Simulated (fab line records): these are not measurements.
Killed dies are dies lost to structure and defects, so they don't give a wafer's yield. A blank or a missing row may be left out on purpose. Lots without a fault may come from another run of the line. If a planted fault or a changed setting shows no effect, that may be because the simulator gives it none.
What tool caused it? || flow sfq line || at 1 step of a route of 325, 7 lots with 21 wafers sampled

## WHAT THE GAUGES READ, wafer by wafer
SFQ_M1_OVL_MEAS_911.
{"lot": "L871", "measured": "day 13 06:49", "on": "overlay-01", "M1_OVL (nm)": "1 3 6"}
{"lot": "L874", "measured": "day 14 10:25", "on": "overlay-01", "M1_OVL (nm)": "6 3 3"}
{"lot": "L876", "measured": "day 15 05:38", "on": "overlay-01", "M1_OVL (nm)": "9 7 4"}
{"lot": "L882", "measured": "day 17 06:02", "on": "overlay-01", "M1_OVL (nm)": "-1 1 2"}
{"lot": "L885", "measured": "day 17 19:16", "on": "overlay-01", "M1_OVL (nm)": "3 4 1"}
{"lot": "L889", "measured": "day 19 16:44", "on": "overlay-01", "M1_OVL (nm)": "-1 9 11"}
{"lot": "L891", "measured": "day 19 22:44", "on": "overlay-02", "M1_OVL (nm)": "3 3 6"}

## WHICH TOOL RAN EACH LOT (tool, then ch and the chambers of the sampled wafers, then the start)
The record holds no process step before these readings.

## THE ANSWER, worked out from the rows above alone
Rule: the usual values come from the lots themselves. Put in order of their means at a reading, lots are off if they are a third of the lots or fewer, leave a main group of 4 or more, and stand apart from it by a gap of 3 or more times the standard deviation of the main group's means; of several such gaps the widest counts. A main group is skipped when, at the precision printed for the reading in the tables above, its means are all equal. Also off: a lot with no number at a reading for which 4 or more lots have one. Where the step has rows for the other lots, those lots are counted as sound.
None of the lots is off at any reading shown; this tells nothing.

## WHAT THE SIMULATOR HAD INSERTED
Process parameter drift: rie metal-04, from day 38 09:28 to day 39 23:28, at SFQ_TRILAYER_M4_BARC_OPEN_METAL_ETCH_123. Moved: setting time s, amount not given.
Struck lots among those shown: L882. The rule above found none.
